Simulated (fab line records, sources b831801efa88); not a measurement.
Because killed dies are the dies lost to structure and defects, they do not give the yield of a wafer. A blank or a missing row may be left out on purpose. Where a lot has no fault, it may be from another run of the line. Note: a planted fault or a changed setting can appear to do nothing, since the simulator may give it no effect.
Chamber matching / flow gf180mcu / 3 sister chambers for GF_VT_IMPLANT_WET_ETCH_50 on wet-bench-03
The step etches SiO2 in dHF, target depth 20 nm, time 400 s. 3 wafers are shown with their chamber, then 4 later ones without.

== WAFERS WITH THEIR CHAMBER ==
wafer=L266.4; chamber=3; temp-c (C)=25.09
wafer=L267.4; chamber=1; temp-c (C)=24.85
wafer=L275.4; chamber=2; temp-c (C)=25.01

== WAFERS WHOSE CHAMBER IS MISSING ==
wafer=L275.6; temp-c (C)=25.04
wafer=L278.3; temp-c (C)=24.93
wafer=L278.5; temp-c (C)=25.03
wafer=L278.6; temp-c (C)=24.97

== EACH ONE'S CHAMBER ==
wafer=L275.6; from the rows above=can't be placed: 2 or 3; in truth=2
wafer=L278.3; from the rows above=can't be placed: 1 or 2 or 3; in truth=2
wafer=L278.5; from the rows above=can't be placed: 2 or 3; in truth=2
wafer=L278.6; from the rows above=can't be placed: 2 or 1 or 3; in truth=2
Correctly placed: 0 of 4. From these rows, 4 cannot be placed; in 4 the true chamber is one of the candidates. 0 placed wrongly.
How it was worked out, from the rows above alone: a wafer's distance from a chamber is the root of the sum, over the readings, of the square of ((its reading less the chamber's mean) divided by the reading's scatter). The wafer belongs to the nearest chamber; if the next one is less than 2 further off, it can't be placed. For every chamber, the mean is computed from those of its wafers that are shown. The scatter: with one shown wafer a chamber, the root of the mean of the squares of how far each hidden wafer lies from its nearest shown one.
